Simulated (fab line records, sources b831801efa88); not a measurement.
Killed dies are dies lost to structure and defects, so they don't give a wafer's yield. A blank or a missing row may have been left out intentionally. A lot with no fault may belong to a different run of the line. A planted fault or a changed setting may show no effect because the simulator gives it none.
The tool behind it: which one? :: flow gf180mcu :: 13 lots, 39 wafers sampled, at 5 steps of a route of 602

== WHAT THE GAUGES READ, wafer by wafer ==
GF_STI_THK_MEAS_22. Usual: for STI_OXIDATION_01_THK the level is 14.95 nm and the standard deviation is 0.3.
lot: L705
measured: day 2 11:43
on: film metro-03
STI_OXIDATION_01_THK (nm): 15.11 15.10 15.02
flag: 

lot: L706
measured: day 2 19:35
on: film metro-04
STI_OXIDATION_01_THK (nm): 15.17 15.18 14.77
flag: 

lot: L709
measured: day 3 07:35
on: film metro-04
STI_OXIDATION_01_THK (nm): 14.96 15.24 15.05
flag: 

lot: L710
measured: day 3 13:11
on: film metro-04
STI_OXIDATION_01_THK (nm): 14.65 14.72 14.62
flag: 

lot: L712
measured: day 3 21:17
on: film metro-03
STI_OXIDATION_01_THK (nm): 14.74 14.35 14.55
flag: 

lot: L713
measured: day 4 06:44
on: film metro-04
STI_OXIDATION_01_THK (nm): 14.43 14.74 14.57
flag: 

lot: L715
measured: day 4 12:21
on: film metro-03
STI_OXIDATION_01_THK (nm): 14.86 14.71 14.79
flag: 

lot: L719
measured: day 5 08:19
on: film metro-04
STI_OXIDATION_01_THK (nm): 14.97 14.86 14.83
flag: 

lot: L721
measured: day 5 17:38
on: film metro-04
STI_OXIDATION_01_THK (nm): 15.44 15.24 15.41
flag: 

lot: L723
measured: day 6 06:29
on: film metro-03
STI_OXIDATION_01_THK (nm): 15.44 15.29 15.36
flag: 

lot: L725
measured: day 6 15:33
on: film metro-02
STI_OXIDATION_01_THK (nm): 14.86 14.69 14.69
flag: 

lot: L726
measured: day 6 21:07
on: film metro-04
STI_OXIDATION_01_THK (nm): 14.75 14.62 14.69
flag: 

lot: L727
measured: day 7 02:10
on: film metro-02
STI_OXIDATION_01_THK (nm): 14.83 14.95 14.89
flag: 

GF_VT_IMPLANT_RS_MEAS_49: measurement is done with a four-point probe. Usual: for MVPSD_RS the level is 1169 ohm/sq and the standard deviation is 3.2.
lot: L705
measured: day 8 03:04
on: film metro-01
MVPSD_RS (ohm/sq): 1176 1174 1174
flag: 

lot: L706
measured: day 8 12:26
on: film metro-02
MVPSD_RS (ohm/sq): 1166 1166 1167
flag: 

lot: L709
measured: day 9 01:47
on: film metro-01
MVPSD_RS (ohm/sq): 1172 1171 1173
flag: 

lot: L710
measured: day 9 08:25
on: film metro-01
MVPSD_RS (ohm/sq): 1174 1170 1173
flag: 

lot: L712
measured: day 9 20:52
on: film metro-02
MVPSD_RS (ohm/sq): 1166 1169 1171
flag: 

lot: L713
measured: day 10 09:36
on: film metro-02
MVPSD_RS (ohm/sq): 1164 1163 1162
flag: 

lot: L715
measured: day 10 18:24
on: film metro-01
MVPSD_RS (ohm/sq): 1171 1167 1169
flag: 

lot: L719
measured: day 11 20:18
on: film metro-03
MVPSD_RS (ohm/sq): 1170 1168 1169
flag: 

lot: L721
measured: day 12 06:34
on: film metro-02
MVPSD_RS (ohm/sq): 1142 1142 1143
flag: OFF

lot: L723
measured: day 12 21:15
on: film metro-02
MVPSD_RS (ohm/sq): 1145 1143 1148
flag: OFF

lot: L725
measured: day 13 13:50
on: film metro-01
MVPSD_RS (ohm/sq): 1170 1165 1171
flag: 

lot: L726
measured: day 13 14:52
on: film metro-02
MVPSD_RS (ohm/sq): 1169 1166 1167
flag: 

lot: L727
measured: day 13 22:50
on: film metro-02
MVPSD_RS (ohm/sq): 1170 1164 1171
flag: 

== EACH LOT AND THE TOOL THAT RAN IT (in order: tool; ch and the chambers of the sampled wafers; start) ==
lot: L705
GF_STI_CMP_25: cmp-02 ch 2,3, day 2 11:53
GF_MVPSD_IMPLANT_08: implanter-03 ch 0, day 5 11:18
GF_VT_IMPLANT_RTA_45: rtp anneal-02 ch 0, day 8 02:36

lot: L706
GF_STI_CMP_25: cmp-01 ch 0,1,2, day 2 19:57
GF_MVPSD_IMPLANT_08: implanter-01 ch 0, day 5 20:53
GF_VT_IMPLANT_RTA_45: rtp anneal-01 ch 0, day 8 11:58

lot: L709
GF_STI_CMP_25: cmp-01 ch 0,2,3, day 3 07:52
GF_MVPSD_IMPLANT_08: implanter-03 ch 0, day 6 09:36
GF_VT_IMPLANT_RTA_45: rtp anneal-02 ch 0, day 9 01:20

lot: L710
GF_STI_CMP_25: cmp-02 ch 0,3, day 3 13:23
GF_MVPSD_IMPLANT_08: implanter-03 ch 0, day 6 16:08
GF_VT_IMPLANT_RTA_45: rtp anneal-01 ch 0, day 9 07:58

lot: L712
GF_STI_CMP_25: cmp-01 ch 0,3, day 3 21:31
GF_MVPSD_IMPLANT_08: implanter-03 ch 0, day 7 01:54
GF_VT_IMPLANT_RTA_45: rtp anneal-02 ch 0, day 9 20:24

lot: L713
GF_STI_CMP_25: cmp-01 ch 1,2, day 4 06:59
GF_MVPSD_IMPLANT_08: implanter-04 ch 0, day 7 14:05
GF_VT_IMPLANT_RTA_45: rtp anneal-02 ch 0, day 10 09:08

lot: L715
GF_STI_CMP_25: cmp-02 ch 0,3, day 4 12:33
GF_MVPSD_IMPLANT_08: implanter-01 ch 0, day 7 21:33
GF_VT_IMPLANT_RTA_45: rtp anneal-02 ch 0, day 10 17:56

lot: L719
GF_STI_CMP_25: cmp-01 ch 0,1,2, day 5 08:34
GF_MVPSD_IMPLANT_08: implanter-03 ch 0, day 8 20:11
GF_VT_IMPLANT_RTA_45: rtp anneal-02 ch 0, day 11 19:50

lot: L721
GF_STI_CMP_25: cmp-01 ch 0,2,3, day 5 17:53
GF_MVPSD_IMPLANT_08: implanter-01 ch 0, day 9 04:32
GF_VT_IMPLANT_RTA_45: rtp anneal-02 ch 0, day 12 06:07

lot: L723
GF_STI_CMP_25: cmp-01 ch 0,3, day 6 06:42
GF_MVPSD_IMPLANT_08: implanter-01 ch 0, day 9 19:12
GF_VT_IMPLANT_RTA_45: rtp anneal-02 ch 0, day 12 20:47

lot: L725
GF_STI_CMP_25: cmp-01 ch 0,2,3, day 6 15:44
GF_MVPSD_IMPLANT_08: implanter-04 ch 0, day 10 08:29
GF_VT_IMPLANT_RTA_45: rtp anneal-02 ch 0, day 13 13:22

lot: L726
GF_STI_CMP_25: cmp-01 ch 0,3, day 6 21:19
GF_MVPSD_IMPLANT_08: implanter-04 ch 0, day 10 10:02
GF_VT_IMPLANT_RTA_45: rtp anneal-01 ch 0, day 13 14:25

lot: L727
GF_STI_CMP_25: cmp-02 ch 2,3, day 7 02:22
GF_MVPSD_IMPLANT_08: implanter-03 ch 0, day 10 16:42
GF_VT_IMPLANT_RTA_45: rtp anneal-01 ch 0, day 13 22:22
- GF_STI_CMP_25: polishes, stops on Si3N4, t overpolish 33 s, target thk 524.6 nm.
- GF_MVPSD_IMPLANT_08
- GF_VT_IMPLANT_RTA_45: time 30 s.

== WHAT THE TOOLS THEMSELVES READ (means of the sampled wafers that have a number; where no wafer has one, the mark that the record gives instead) ==
GF_STI_CMP_25. Usual: head pressure psi 4.000 psi, standard deviation 0.0087; motor current A 11.6 A, standard deviation 1.1; overpolish run s 33.001 s, standard deviation 0.0087; platen rpm 60.00 rpm, standard deviation 0.038; slurry flow ml min 150.0, standard deviation 0.43; time to endpoint s 123 s, standard deviation 4.4.
lot: L705
tool: cmp-02
head pressure psi (psi): 4.008
motor current A (A): 11.4
overpolish run s (s): 33.005
platen rpm (rpm): 60.00
slurry flow ml min: 149.7
time to endpoint s (s): 127
flag: 

lot: L706
tool: cmp-01
head pressure psi (psi): 4.002
motor current A (A): 11.9
overpolish run s (s): 33.001
platen rpm (rpm): 59.99
slurry flow ml min: 149.7
time to endpoint s (s): 117
flag: 

lot: L709
tool: cmp-01
head pressure psi (psi): 3.992
motor current A (A): 11.7
overpolish run s (s): 32.990
platen rpm (rpm): 60.02
slurry flow ml min: 149.7
time to endpoint s (s): 119
flag: 

lot: L710
tool: cmp-02
head pressure psi (psi): 3.999
motor current A (A): 10.7
overpolish run s (s): 32.994
platen rpm (rpm): 60.05
slurry flow ml min: 150.3
time to endpoint s (s): 121
flag: 

lot: L712
tool: cmp-01
head pressure psi (psi): 4.015
motor current A (A): 11.8
overpolish run s (s): 33.003
platen rpm (rpm): 60.01
slurry flow ml min: 150.0
time to endpoint s (s): 123
flag: 

lot: L713
tool: cmp-01
head pressure psi (psi): 3.994
motor current A (A): 11.7
overpolish run s (s): 32.995
platen rpm (rpm): 60.00
slurry flow ml min: 149.9
time to endpoint s (s): 118
flag: 

lot: L715
tool: cmp-02
head pressure psi (psi): 3.998
motor current A (A): 11.1
overpolish run s (s): 33.002
platen rpm (rpm): 60.03
slurry flow ml min: 149.9
time to endpoint s (s): 124
flag: 

lot: L719
tool: cmp-01
head pressure psi (psi): 3.996
motor current A (A): 12.1
overpolish run s (s): 32.999
platen rpm (rpm): 59.97
slurry flow ml min: 150.3
time to endpoint s (s): 123
flag: 

lot: L721
tool: cmp-01
head pressure psi (psi): 3.997
motor current A (A): 11.2
overpolish run s (s): 32.990
platen rpm (rpm): 60.01
slurry flow ml min: 150.1
time to endpoint s (s): 120
flag: 

lot: L723
tool: cmp-01
head pressure psi (psi): 3.999
motor current A (A): 11.8
overpolish run s (s): 33.004
platen rpm (rpm): 59.98
slurry flow ml min: 150.2
time to endpoint s (s): 124
flag: 

lot: L725
tool: cmp-01
head pressure psi (psi): 3.987
motor current A (A): 11.3
overpolish run s (s): 33.003
platen rpm (rpm): 60.00
slurry flow ml min: 150.2
time to endpoint s (s): 122
flag: 

lot: L726
tool: cmp-01
head pressure psi (psi): 4.008
motor current A (A): 11.8
overpolish run s (s): 33.000
platen rpm (rpm): 60.01
slurry flow ml min: 149.8
time to endpoint s (s): 123
flag: 

lot: L727
tool: cmp-02
head pressure psi (psi): 4.002
motor current A (A): 12.1
overpolish run s (s): 33.003
platen rpm (rpm): 60.02
slurry flow ml min: 149.8
time to endpoint s (s): 127
flag: 

GF_MVPSD_IMPLANT_08. Usual: beam energy keV 170.00, standard deviation 0.047.
lot: L705
tool: implanter-03
beam energy keV: 170.02
flag: 

lot: L706
tool: implanter-01
beam energy keV: 170.05
flag: 

lot: L709
tool: implanter-03
beam energy keV: 169.98
flag: 

lot: L710
tool: implanter-03
beam energy keV: 170.00
flag: 

lot: L712
tool: implanter-03
beam energy keV: 169.97
flag: 

lot: L713
tool: implanter-04
beam energy keV: 169.98
flag: 

lot: L715
tool: implanter-01
beam energy keV: 169.98
flag: 

lot: L719
tool: implanter-03
beam energy keV: 170.01
flag: 

lot: L721
tool: implanter-01
beam energy keV: 189.59
flag: OFF

lot: L723
tool: implanter-01
beam energy keV: 189.50
flag: OFF

lot: L725
tool: implanter-04
beam energy keV: 170.01
flag: 

lot: L726
tool: implanter-04
beam energy keV: 170.00
flag: 

lot: L727
tool: implanter-03
beam energy keV: 169.98
flag: 

GF_VT_IMPLANT_RTA_45. Usual: lamp power pct 33.1 %, standard deviation 0.84; wafer_temp_C_max 1053.9, standard deviation 1.1.
lot: L705
tool: rtp anneal-02
lamp power pct (%): 33.6
wafer_temp_C_max: 1053.3
flag: 

lot: L706
tool: rtp anneal-01
lamp power pct (%): 31.9
wafer_temp_C_max: 1055.4
flag: 

lot: L709
tool: rtp anneal-02
lamp power pct (%): 33.7
wafer_temp_C_max: 1052.7
flag: 

lot: L710
tool: rtp anneal-01
lamp power pct (%): 31.9
wafer_temp_C_max: 1054.3
flag: 

lot: L712
tool: rtp anneal-02
lamp power pct (%): 33.7
wafer_temp_C_max: 1053.0
flag: 

lot: L713
tool: rtp anneal-02
lamp power pct (%): 33.7
wafer_temp_C_max: 1052.7
flag: 

lot: L715
tool: rtp anneal-02
lamp power pct (%): 33.7
wafer_temp_C_max: 1052.6
flag: 

lot: L719
tool: rtp anneal-02
lamp power pct (%): 33.6
wafer_temp_C_max: 1053.8
flag: 

lot: L721
tool: rtp anneal-02
lamp power pct (%): 33.7
wafer_temp_C_max: 1053.9
flag: 

lot: L723
tool: rtp anneal-02
lamp power pct (%): 33.6
wafer_temp_C_max: 1053.1
flag: 

lot: L725
tool: rtp anneal-02
lamp power pct (%): 33.6
wafer_temp_C_max: 1053.1
flag: 

lot: L726
tool: rtp anneal-01
lamp power pct (%): 31.9
wafer_temp_C_max: 1055.3
flag: 

lot: L727
tool: rtp anneal-01
lamp power pct (%): 31.8
wafer_temp_C_max: 1054.9
flag: 

== THE ANSWER, worked out from the rows above alone ==
Rule: a lot is off if the mean of its wafers that have a number lies more than 3 standard deviations from the usual mean. Also off: a lot with no number at a reading for which 4 or more lots have one. Where the step has rows for the other lots, those lots are counted as sound. The gauges are gone through in route order, then the tools' own readings, and for those a lot's mean is taken as printed above. The first step at which some lot is off is used, and at that step the reading that is off furthest; a lot without a number counts as furthest.
Off: at GF_VT_IMPLANT_RS_MEAS_49 (MVPSD_RS), L721, L723.
A tool fits if, at a process step before that reading, it ran every lot that is off, and no sound lot after the first of them. The gauges at GF_VT_IMPLANT_RS_MEAS_49 aren't tried: what is off there is off at GF_MVPSD_IMPLANT_08 too, on other tools, and a gauge's error can't cause that. One fits: implanter-01 at GF_MVPSD_IMPLANT_08. Its last sound lot is L715 (day 7 21:33), its first lot that is off L721 (day 9 04:32): a fault that began between those two fits.
The tool's own readings at GF_MVPSD_IMPLANT_08 bear it out: on the lots that are off they differ by more than 5 times the standard deviation of the sound lots' means. beam energy keV reads 189.55 there against 170.00 on the sound lots.

== WHAT THE SIMULATOR PUT IN ==
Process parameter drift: implanter-01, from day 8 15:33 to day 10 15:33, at GF_MVPSD_IMPLANT_08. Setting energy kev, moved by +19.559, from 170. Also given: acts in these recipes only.
Shown lots that were struck: L721, L723. The same result came from the rule above.
